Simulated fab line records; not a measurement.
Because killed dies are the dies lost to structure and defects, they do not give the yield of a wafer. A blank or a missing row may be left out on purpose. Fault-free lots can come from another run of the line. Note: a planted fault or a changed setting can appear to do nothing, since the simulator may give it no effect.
Which tool did it? -- flow sky130 -- at 1 step of a route of 708, 6 lots with 18 wafers sampled

== WHAT THE GAUGES SHOWED, per wafer ==
SKY_CAPM_THK_MEAS_01.
lot,measured,on,CAPM_CVD_00_THK (nm)
L542,day 36 17:17,film_metro-02,15.17 15.61 15.58
L549,day 40 07:46,film_metro-04,15.54 15.40 15.86
L552,day 40 08:50,film_metro-04,15.54 15.84 16.50
L556,day 41 04:40,film_metro-02,15.36 15.86 15.51
L561,day 42 07:43,film_metro-01,15.38 15.08 15.24
L563,day 42 21:50,film_metro-01,15.61 15.21 15.85

== WHICH TOOL RAN EACH LOT (tool, then ch and the chambers of the sampled wafers, then the start) ==
The record holds no process step before these readings.

== THE ANSWER, worked out from the rows above alone ==
Rule: what is usual is taken from the lots themselves. The widest of any qualifying gaps counts: lots, ordered by their means at a reading, are off when they make up no more than a third of the lots, leave a main group of 4 or more, and stand apart from it by 3 or more times the standard deviation of that group's means. If all means in a main group match to the digits the tables above print for the reading, that group is not used. Also off: a lot with no number at a reading for which 4 or more lots have one. Any other lot the step has rows for is counted as sound.
Across all readings shown, no lot is off: no conclusion can be drawn from this.

== WHAT THE SIMULATOR HAD PUT IN ==
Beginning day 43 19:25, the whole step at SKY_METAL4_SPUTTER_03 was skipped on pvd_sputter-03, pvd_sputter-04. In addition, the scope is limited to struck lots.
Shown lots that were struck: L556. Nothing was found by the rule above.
